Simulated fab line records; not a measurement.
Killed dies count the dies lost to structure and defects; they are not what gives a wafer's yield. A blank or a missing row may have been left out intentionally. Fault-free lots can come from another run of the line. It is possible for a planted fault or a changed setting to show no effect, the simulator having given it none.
Which tool is to blame? / flow gf180mcu / 42 wafers from 14 lots sampled at 6 of the route's 602 steps

## WHAT THE GAUGES READ, wafer by wafer
GF_VT_IMPLANT_OVL_MEAS_40.
lot=L310; measured=day 8 03:25; on=overlay-01; VT_IMPLANT_03_OVL (nm)=-2.2 -1.5 -2.2
lot=L311; measured=day 8 10:29; on=overlay-01; VT_IMPLANT_03_OVL (nm)=-2.9 -1.9 0.7
lot=L312; measured=day 8 17:26; on=overlay-02; VT_IMPLANT_03_OVL (nm)=-3.6 0.6 1.2
lot=L313; measured=day 9 00:11; on=overlay-01; VT_IMPLANT_03_OVL (nm)=-0.4 -0.5 1.5
lot=L314; measured=day 9 03:11; on=overlay-02; VT_IMPLANT_03_OVL (nm)=2.6 1.5 -0.9
lot=L316; measured=day 9 16:50; on=overlay-02; VT_IMPLANT_03_OVL (nm)=0.4 0.0 -0.8
lot=L319; measured=day 10 14:23; on=overlay-01; VT_IMPLANT_03_OVL (nm)=0.1 0.0 -0.3
lot=L320; measured=day 10 17:47; on=overlay-01; VT_IMPLANT_03_OVL (nm)=1.5 0.3 0.9
lot=L321; measured=day 11 04:53; on=overlay-02; VT_IMPLANT_03_OVL (nm)=-2.6 -0.4 0.3
lot=L322; measured=day 11 10:14; on=overlay-02; VT_IMPLANT_03_OVL (nm)=1.2 1.7 2.3
lot=L324; measured=day 12 01:38; on=overlay-01; VT_IMPLANT_03_OVL (nm)=-1.4 0.1 -1.8
lot=L326; measured=day 12 11:23; on=overlay-02; VT_IMPLANT_03_OVL (nm)=0.4 0.1 1.3
lot=L327; measured=day 12 18:35; on=overlay-02; VT_IMPLANT_03_OVL (nm)=1.9 1.8 2.4
lot=L331; measured=day 13 21:29; on=overlay-01; VT_IMPLANT_03_OVL (nm)=1.7 -0.5 -1.0

GF_NSD_CD_MEAS_07: target cd 400 nm.
lot=L310; measured=day 13 23:02; on=cd-sem-02; cd-nm (nm)=403.4 402.1 404.7
lot=L311; measured=day 14 11:53; on=cd-sem-01; cd-nm (nm)=398.0 399.0 399.3
lot=L312; measured=day 14 17:59; on=cd-sem-01; cd-nm (nm)=397.1 397.3 395.5
lot=L313; measured=day 15 02:34; on=cd-sem-02; cd-nm (nm)=399.4 401.7 402.2
lot=L314; measured=day 15 05:02; on=cd-sem-01; cd-nm (nm)=399.0 398.6 398.0
lot=L316; measured=day 15 21:31; on=cd-sem-02; cd-nm (nm)=401.2 401.3 401.2
lot=L319; measured=day 17 01:20; on=cd-sem-02; cd-nm (nm)=398.3 399.3 399.8
lot=L320; measured=day 17 06:56; on=cd-sem-02; cd-nm (nm)=400.4 400.0 399.5
lot=L321; measured=day 17 19:19; on=cd-sem-01; cd-nm (nm)=400.4 403.3 400.8
lot=L322; measured=day 18 01:41; on=cd-sem-01; cd-nm (nm)=403.9 401.3 401.1
lot=L324; measured=day 18 20:15; on=cd-sem-02; cd-nm (nm)=401.3 400.4 398.5
lot=L326; measured=day 19 13:10; on=cd-sem-02; cd-nm (nm)=- - -
lot=L327; measured=day 19 19:31; on=cd-sem-02; cd-nm (nm)=- - -
lot=L331; measured=day 21 06:41; on=cd-sem-02; cd-nm (nm)=400.6 399.3 400.4

GF_NSD_OVL_MEAS_08.
lot=L310; measured=day 13 23:09; on=overlay-01; NSD_OVL (nm)=0.7 0.9 0.0
lot=L311; measured=day 14 12:00; on=overlay-02; NSD_OVL (nm)=-0.6 1.6 1.6
lot=L312; measured=day 14 18:06; on=overlay-02; NSD_OVL (nm)=0.5 0.8 1.6
lot=L313; measured=day 15 02:40; on=overlay-01; NSD_OVL (nm)=-1.0 -1.9 -0.3
lot=L314; measured=day 15 05:09; on=overlay-01; NSD_OVL (nm)=-1.0 -2.4 -0.2
lot=L316; measured=day 15 21:37; on=overlay-01; NSD_OVL (nm)=0.5 -1.2 -0.2
lot=L319; measured=day 17 01:27; on=overlay-01; NSD_OVL (nm)=-1.9 -2.5 -1.2
lot=L320; measured=day 17 07:03; on=overlay-02; NSD_OVL (nm)=-0.4 0.0 -0.3
lot=L321; measured=day 17 19:24; on=overlay-01; NSD_OVL (nm)=-1.4 -0.8 -0.7
lot=L322; measured=day 18 01:49; on=overlay-02; NSD_OVL (nm)=-1.2 0.2 0.2
lot=L324; measured=day 18 20:21; on=overlay-01; NSD_OVL (nm)=-3.1 -4.2 -2.2
lot=L326; measured=day 19 13:17; on=overlay-01; NSD_OVL (nm)=- - -
lot=L327; measured=day 19 19:38; on=overlay-02; NSD_OVL (nm)=- - -
lot=L331; measured=day 21 06:48; on=overlay-01; NSD_OVL (nm)=0.2 1.5 0.7

GF_NSD_TW_MEAS_12.
lot=L310; measured=day 13 23:35; on=film-metro-01; NSD_TW=4195 4212 4202
lot=L311; measured=day 14 12:26; on=film-metro-02; NSD_TW=4224 4232 4236
lot=L312; measured=day 14 18:32; on=film-metro-04; NSD_TW=4224 4192 4200
lot=L313; measured=day 15 03:06; on=film-metro-01; NSD_TW=4214 4213 4190
lot=L314; measured=day 15 05:35; on=film-metro-02; NSD_TW=4202 4204 4227
lot=L316; measured=day 15 22:04; on=film-metro-04; NSD_TW=4193 4196 4200
lot=L319; measured=day 17 01:53; on=film-metro-02; NSD_TW=4174 4166 4194
lot=L320; measured=day 17 07:29; on=film-metro-02; NSD_TW=4204 4201 4205
lot=L321; measured=day 17 19:51; on=film-metro-04; NSD_TW=4172 4193 4215
lot=L322; measured=day 18 02:15; on=film-metro-04; NSD_TW=4201 4216 4209
lot=L324; measured=day 18 20:47; on=film-metro-04; NSD_TW=4222 4216 4221
lot=L326; measured=day 19 13:44; on=film-metro-02; NSD_TW=30 30 30
lot=L327; measured=day 19 20:05; on=film-metro-02; NSD_TW=30 30 30
lot=L331; measured=day 21 07:14; on=film-metro-04; NSD_TW=4185 4199 4183

## EACH LOT AND THE TOOL THAT RAN IT (in order: tool; ch and the chambers of the sampled wafers; start)
lot=L310; GF_MVPSD_STRIP_10=plasma-asher-01 ch 0,1, day 5 14:10; GF_NSD_DEVELOP_06=litho-track-04 ch 0, day 13 22:53
lot=L311; GF_MVPSD_STRIP_10=plasma-asher-01 ch 1, day 5 19:46; GF_NSD_DEVELOP_06=litho-track-01 ch 0, day 14 11:45
lot=L312; GF_MVPSD_STRIP_10=plasma-asher-01 ch 0,1, day 6 02:07; GF_NSD_DEVELOP_06=litho-track-04 ch 0, day 14 17:50
lot=L313; GF_MVPSD_STRIP_10=plasma-asher-03 ch 0,1, day 6 08:40; GF_NSD_DEVELOP_06=litho-track-03 ch 0, day 15 02:26
lot=L314; GF_MVPSD_STRIP_10=plasma-asher-04 ch 0,1, day 6 12:10; GF_NSD_DEVELOP_06=litho-track-03 ch 0, day 15 04:53
lot=L316; GF_MVPSD_STRIP_10=plasma-asher-04 ch 0,1, day 7 00:13; GF_NSD_DEVELOP_06=litho-track-04 ch 0, day 15 21:21
lot=L319; GF_MVPSD_STRIP_10=plasma-asher-03 ch 0,1, day 7 18:13; GF_NSD_DEVELOP_06=litho-track-03 ch 0, day 17 01:12
lot=L320; GF_MVPSD_STRIP_10=plasma-asher-03 ch 0,1, day 7 22:01; GF_NSD_DEVELOP_06=litho-track-01 ch 0, day 17 06:47
lot=L321; GF_MVPSD_STRIP_10=plasma-asher-04 ch 0,1, day 8 07:16; GF_NSD_DEVELOP_06=litho-track-01 ch 0, day 17 19:10
lot=L322; GF_MVPSD_STRIP_10=plasma-asher-04 ch 0,1, day 8 12:46; GF_NSD_DEVELOP_06=litho-track-03 ch 0, day 18 01:28
lot=L324; GF_MVPSD_STRIP_10=plasma-asher-01 ch 0,1, day 9 02:01; GF_NSD_DEVELOP_06=litho-track-04 ch 0, day 18 20:06
lot=L326; GF_MVPSD_STRIP_10=plasma-asher-01 ch 0,1, day 9 10:58; GF_NSD_DEVELOP_06=litho-track-03 ch 0, day 19 13:01
lot=L327; GF_MVPSD_STRIP_10=plasma-asher-04 ch 0,1, day 9 16:52; GF_NSD_DEVELOP_06=litho-track-03 ch 0, day 19 19:22
lot=L331; GF_MVPSD_STRIP_10=plasma-asher-04 ch 0,1, day 10 17:01; GF_NSD_DEVELOP_06=litho-track-04 ch 0, day 21 06:32
- GF_MVPSD_STRIP_10: strips in O2/N2.
- GF_NSD_DEVELOP_06: develop time 60 s.

## AS READ BY THE TOOLS THEMSELVES (means over the sampled wafers that have a number; for cases with no such wafer, the mark the record gives instead)
GF_MVPSD_STRIP_10.
lot=L310; tool=plasma-asher-01; drypump-motor-current-A (A)=5.8; heater-power-w (W)=339; oes-product-au (a.u.)=0.720; platen-temp-c (C)=249.80; strip-time-to-endpoint-s (s)=37.01
lot=L311; tool=plasma-asher-01; drypump-motor-current-A (A)=5.6; heater-power-w (W)=365; oes-product-au (a.u.)=0.724; platen-temp-c (C)=250.03; strip-time-to-endpoint-s (s)=36.82
lot=L312; tool=plasma-asher-01; drypump-motor-current-A (A)=5.8; heater-power-w (W)=339; oes-product-au (a.u.)=0.722; platen-temp-c (C)=250.20; strip-time-to-endpoint-s (s)=37.00
lot=L313; tool=plasma-asher-03; drypump-motor-current-A (A)=5.7; heater-power-w (W)=321; oes-product-au (a.u.)=0.727; platen-temp-c (C)=250.14; strip-time-to-endpoint-s (s)=37.09
lot=L314; tool=plasma-asher-04; drypump-motor-current-A (A)=5.9; heater-power-w (W)=294; oes-product-au (a.u.)=0.724; platen-temp-c (C)=249.93; strip-time-to-endpoint-s (s)=36.87
lot=L316; tool=plasma-asher-04; drypump-motor-current-A (A)=5.9; heater-power-w (W)=295; oes-product-au (a.u.)=0.721; platen-temp-c (C)=249.93; strip-time-to-endpoint-s (s)=36.89
lot=L319; tool=plasma-asher-03; drypump-motor-current-A (A)=5.7; heater-power-w (W)=319; oes-product-au (a.u.)=0.726; platen-temp-c (C)=250.11; strip-time-to-endpoint-s (s)=37.04
lot=L320; tool=plasma-asher-03; drypump-motor-current-A (A)=5.4; heater-power-w (W)=337; oes-product-au (a.u.)=0.723; platen-temp-c (C)=250.04; strip-time-to-endpoint-s (s)=36.89
lot=L321; tool=plasma-asher-04; drypump-motor-current-A (A)=6.0; heater-power-w (W)=273; oes-product-au (a.u.)=0.720; platen-temp-c (C)=250.05; strip-time-to-endpoint-s (s)=36.93
lot=L322; tool=plasma-asher-04; drypump-motor-current-A (A)=5.9; heater-power-w (W)=294; oes-product-au (a.u.)=0.723; platen-temp-c (C)=249.90; strip-time-to-endpoint-s (s)=37.01
lot=L324; tool=plasma-asher-01; drypump-motor-current-A (A)=5.7; heater-power-w (W)=352; oes-product-au (a.u.)=0.722; platen-temp-c (C)=249.92; strip-time-to-endpoint-s (s)=37.07
lot=L326; tool=plasma-asher-01; drypump-motor-current-A (A)=5.8; heater-power-w (W)=336; oes-product-au (a.u.)=0.726; platen-temp-c (C)=249.86; strip-time-to-endpoint-s (s)=36.79
lot=L327; tool=plasma-asher-04; drypump-motor-current-A (A)=6.0; heater-power-w (W)=264; oes-product-au (a.u.)=0.723; platen-temp-c (C)=250.13; strip-time-to-endpoint-s (s)=36.92
lot=L331; tool=plasma-asher-04; drypump-motor-current-A (A)=5.9; heater-power-w (W)=294; oes-product-au (a.u.)=0.724; platen-temp-c (C)=249.93; strip-time-to-endpoint-s (s)=37.05

## THE ANSWER, worked out from the rows above alone
Rule: the usual values come from the lots themselves. Put in order of their means at a reading, lots are off if they are a third of the lots or fewer, leave a main group of 4 or more, and stand apart from it by a gap of 3 or more times the standard deviation of the main group's means; of several such gaps the widest counts. If all means in a main group match to the digits the tables above print for the reading, that group is not used. A lot without any number at a reading at which 4 lots or more have one is off too. All remaining lots with rows at the step are treated as sound. Order of review: gauges by route order, followed by the tools' own readings, for which a lot's mean as printed above is used. At the first step where some lot is off, the reading lying furthest off is the one used; lots without a number count as furthest.
Off at GF_NSD_CD_MEAS_07 (cd-nm): L326, L327. Without a number there: L326, L327. For the main group the mean is 400.2 nm and the standard deviation 1.7.
A tool fits if, at a process step before that reading, it ran every lot that is off, and no sound lot after the first of them. Not tried: the gauges at GF_NSD_CD_MEAS_07; whatever is off there is also off at GF_NSD_OVL_MEAS_08, on other tools, and gauge error can't account for it. One fits: litho-track-03 at GF_NSD_DEVELOP_06. Its last sound lot is L322 (day 18 01:28), its first lot that is off L326 (day 19 13:01): a fault that began between those two fits.

## WHAT WAS PUT IN BY THE SIMULATOR
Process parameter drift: litho-track-03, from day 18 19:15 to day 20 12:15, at GF_NSD_DEVELOP_06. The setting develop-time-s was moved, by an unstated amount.
Lots struck among those shown: L326, L327. The rule above reached the same finding.
